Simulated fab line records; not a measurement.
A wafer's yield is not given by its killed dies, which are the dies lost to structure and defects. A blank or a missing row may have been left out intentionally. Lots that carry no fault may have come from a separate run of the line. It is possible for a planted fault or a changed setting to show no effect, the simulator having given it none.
Matching of chambers || flow sky130 || 4 sister chambers for SKY_FIELD_ISO_ETCH_17 on rieSi-02
The step etches Si in HBr/Cl2/O2, target depth 342 nm, time 97.7 s. 4 wafers are shown with their chamber, then 7 later ones without.

## EACH WAFER AND ITS CHAMBER
{"wafer": "L922.5", "chamber": 2, "drypumpMotorCurrentA (A)": 6.0}
{"wafer": "L928.5", "chamber": 0, "drypumpMotorCurrentA (A)": 6.4}
{"wafer": "L932.1", "chamber": 3, "drypumpMotorCurrentA (A)": 6.7}
{"wafer": "L932.3", "chamber": 1, "drypumpMotorCurrentA (A)": 5.7}

## WAFERS WHOSE CHAMBER IS MISSING
{"wafer": "L932.5", "drypumpMotorCurrentA (A)": 6.4}
{"wafer": "L942.2", "drypumpMotorCurrentA (A)": 6.4}
{"wafer": "L942.3", "drypumpMotorCurrentA (A)": 5.8}
{"wafer": "L942.5", "drypumpMotorCurrentA (A)": 5.8}
{"wafer": "L944.1", "drypumpMotorCurrentA (A)": 5.9}
{"wafer": "L944.2", "drypumpMotorCurrentA (A)": 6.7}
{"wafer": "L944.6", "drypumpMotorCurrentA (A)": 6.7}

## THE CHAMBER EACH PASSED THROUGH
{"wafer": "L932.5", "from the rows above": 0, "in truth": 0}
{"wafer": "L942.2", "from the rows above": 0, "in truth": 0}
{"wafer": "L942.3", "from the rows above": "can't be placed: 1 or 2", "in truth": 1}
{"wafer": "L942.5", "from the rows above": "can't be placed: 1 or 2", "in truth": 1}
{"wafer": "L944.1", "from the rows above": "can't be placed: 2 or 1", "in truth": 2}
{"wafer": "L944.2", "from the rows above": 3, "in truth": 3}
{"wafer": "L944.6", "from the rows above": 3, "in truth": 3}
Correctly placed: 4 of 7. Unplaceable from these rows: 3, with the true chamber sitting among the candidates in 3. Wrongly placed: 0.
How it was worked out, from the rows above alone: a wafer's distance from a chamber is the root of the sum, over the readings, of the square of ((its reading less the chamber's mean) divided by the reading's scatter). If the next closest chamber is less than 2 further off than the closest, the wafer can't be placed; otherwise it belongs to the closest. The mean given for a chamber averages the wafers shown for that chamber. The scatter: root of mean squared gap, hidden wafer to nearest shown wafer, with one shown wafer a chamber.
